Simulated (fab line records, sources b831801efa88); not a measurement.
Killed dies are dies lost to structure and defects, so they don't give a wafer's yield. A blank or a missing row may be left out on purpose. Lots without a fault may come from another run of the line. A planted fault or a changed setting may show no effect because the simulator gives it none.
Tool commonality check | flow gf180mcu | 13 lots, 39 wafers sampled

WHY IT WAS OPENED
At GF_STI_THK_MEAS_30 the reading STI_OXIDATION_02_THK is flagged on 2 of 13 lots. Wafers without a fault read 9.98 nm, standard deviation 0.19.
Rule: a lot is flagged when every wafer of it that has a number lies more than 4 standard deviations from that mean, or none has a number. The other lots count as sound.

lot  | measured    | on            | STI_OXIDATION_02_THK (nm), wafer by wafer | flag
L461 | day 2 15:05 | film_metro-04 | 9.78 9.97 9.58                            |
L463 | day 2 21:56 | film_metro-04 | 10.12 10.17 10.11                         |
L464 | day 3 05:40 | film_metro-02 | 10.12 10.08 10.09                         |
L466 | day 3 12:31 | film_metro-03 | 10.26 10.03 10.15                         |
L467 | day 3 19:35 | film_metro-04 | 10.23 10.21 10.15                         |
L468 | day 3 23:02 | film_metro-04 | 9.99 10.16 10.15                          |
L469 | day 4 04:34 | film_metro-03 | 15.65 15.53 15.43                         | FLAGGED
L470 | day 4 11:29 | film_metro-02 | 10.33 10.28 10.11                         |
L471 | day 4 14:57 | film_metro-02 | 15.66 15.44 15.52                         | FLAGGED
L473 | day 5 00:41 | film_metro-04 | 9.67 9.78 9.81                            |
L479 | day 6 06:52 | film_metro-04 | 9.79 9.77 9.83                            |
L482 | day 7 00:21 | film_metro-02 | 10.22 9.89 10.00                          |
L483 | day 7 09:07 | film_metro-02 | 9.85 9.69 9.76                            |
The numbers of the flagged lots are 15.54 nm on average: +5.56 nm against the usual, or +29 standard deviations.

WHICH TOOL RAN EACH LOT
The record holds 1 process step before the reading, out of a route of 602 steps. In each cell: the tool, then ch and the chambers that the sampled wafers went through, then the start.
lot  | flag    | GF_STI_OXIDATION_29
L461 |         | furnace-02 ch 0, day 2 13:41
L463 |         | furnace-02 ch 0, day 2 20:33
L464 |         | furnace-01 ch 0, day 3 04:14
L466 |         | furnace-01 ch 0, day 3 11:06
L467 |         | furnace-02 ch 0, day 3 18:11
L468 |         | furnace-01 ch 0, day 3 21:39
L469 | FLAGGED | furnace-02 ch 0, day 4 03:10
L470 |         | furnace-01 ch 0, day 4 10:05
L471 | FLAGGED | furnace-02 ch 0, day 4 13:34
L473 |         | furnace-01 ch 0, day 4 23:17
L479 |         | furnace-01 ch 0, day 6 05:27
L482 |         | furnace-01 ch 0, day 6 22:56
L483 |         | furnace-01 ch 0, day 7 07:44
What these steps do:
- GF_STI_OXIDATION_29: stabilise 600 s, purge 300 s, target thk 10 nm.
- GF_STI_THK_MEAS_30

FLAGGED OVER TOTAL, TOOL BY TOOL (the gauges that took the reading come last)
step                | tool          | lots run | flagged | share of the flagged lots | sound lots run after its first flagged lot
GF_STI_OXIDATION_29 | furnace-01    | 8        | 0       | none                      | -
GF_STI_OXIDATION_29 | furnace-02    | 5        | 2       | all                       | 0
GF_STI_THK_MEAS_30  | film_metro-02 | 5        | 1       | some                      | 2 (L482,L483)
GF_STI_THK_MEAS_30  | film_metro-03 | 2        | 1       | some                      | 0
GF_STI_THK_MEAS_30  | film_metro-04 | 6        | 0       | none                      | -

WHAT THE TABLE ALLOWS
1 row of the table ran every flagged lot: furnace-02 at GF_STI_OXIDATION_29.
- furnace-02 at GF_STI_OXIDATION_29: 2 of its 5 lots flagged. Its last sound lot is L467 (day 3 18:11), its first flagged lot L469 (day 4 03:10): a fault that began between those two fits.
One tool is left: furnace-02 at GF_STI_OXIDATION_29.

WHAT THE SIMULATOR HAD PUT IN
Process parameter drift: furnace-02, from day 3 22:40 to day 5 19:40, at GF_STI_OXIDATION_29. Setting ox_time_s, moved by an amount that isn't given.
Lots struck among those shown: L469, L471. The rule above found the same.
